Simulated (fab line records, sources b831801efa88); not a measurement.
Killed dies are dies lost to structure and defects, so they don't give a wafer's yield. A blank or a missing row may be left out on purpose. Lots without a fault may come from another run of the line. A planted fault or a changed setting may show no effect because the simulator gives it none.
One fault seen from 2 desks | flow sky130 | each desk has only its own numbers; what lay behind them comes last

THE TOOL OWNER'S DESK: rie_metal-01
The tool's own readings at SKY_LOCAL_INTERCONNECT_ETCH_13 (etches BARC in N2/H2, stops on SiO2, time 45.9 s, target depth 60 nm): means of the sampled wafers that have a number, for each lot that ran on this tool. A lot is out of limits, marked OUT, if its mean lies more than 4 standard deviations from the usual mean; the brackets give that distance.
Columns: A = drypump_motor_current_A at SKY_LOCAL_INTERCONNECT_ETCH_13, usual 5.7 A; B = oes_product_au at SKY_LOCAL_INTERCONNECT_ETCH_13, usual 0.854 a.u.; C = rf_fwd_power_W at SKY_LOCAL_INTERCONNECT_ETCH_13, usual 494.7 W; D = run_length_s at SKY_LOCAL_INTERCONNECT_ETCH_13, usual 73.9 s; E = throttle_valve_pct at SKY_LOCAL_INTERCONNECT_ETCH_13, usual 13.224 %
lot  | first seen here | A   | B                | C     | D               | E
L148 | day 34 12:27    | 5.4 | 0.856            | 495.0 | 74.1            | 13.223
L151 | day 35 02:15    | 5.4 | 0.852            | 496.7 | 74.2            | 13.217
L157 | day 36 09:39    | 5.4 | 0.837            | 496.4 | 75.5            | 13.229
L159 | day 36 18:45    | 5.1 | 0.807 (-9.5) OUT | 497.6 | 78.2 (+6.4) OUT | 13.224
L158 | day 37 01:18    | 5.1 | 0.810 (-8.9) OUT | 497.7 | 78.5 (+6.9) OUT | 13.222
This desk's finding: out of limits on L158, L159; first on L159, day 36 18:45 (oes_product_au at SKY_LOCAL_INTERCONNECT_ETCH_13). In limits: L148, L151, L157.

THE METROLOGY DESK
What the gauges read, lot by lot, whatever tool the lot ran on: means of the sampled wafers that have a number. A lot is out of limits, marked OUT, if its mean lies more than 4 standard deviations from the usual mean; the brackets give that distance.
Columns: A = LI_CONTACT_HDPCVD_THK at SKY_LI_CONTACT_THK_MEAS_01, usual 925 nm
lot  | first seen here | A
L141 | day 28 22:01    | 933
L145 | day 30 07:19    | 938
L148 | day 32 02:45    | 922
L151 | day 32 18:58    | 918
L154 | day 33 10:01    | 936
L157 | day 34 02:35    | 911
L159 | day 34 11:16    | 921
L158 | day 34 17:23    | 935
L160 | day 35 01:03    | 930
L162 | day 35 12:32    | 912
L163 | day 35 20:45    | 915
This desk's finding: nothing out of limits on any of the 11 lots.

PUT TOGETHER
The tool owner's desk could have raised an alarm at day 36 18:45, on L158, L159.
The metrology desk saw nothing out of limits.
The metrology desk has L158, L159 on record, within its limits.
Of the lots named, all ran SKY_LOCAL_INTERCONNECT_ETCH_13 on rie_metal-01.

WHAT THE SIMULATOR HAD PUT IN
Process parameter drift: rie_metal-01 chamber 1, from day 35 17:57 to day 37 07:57, at SKY_LOCAL_INTERCONNECT_ETCH_13. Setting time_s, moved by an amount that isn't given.
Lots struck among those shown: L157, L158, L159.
Hours from the fault's start to each desk's first reading out of limits: the tool owner's desk, 25.
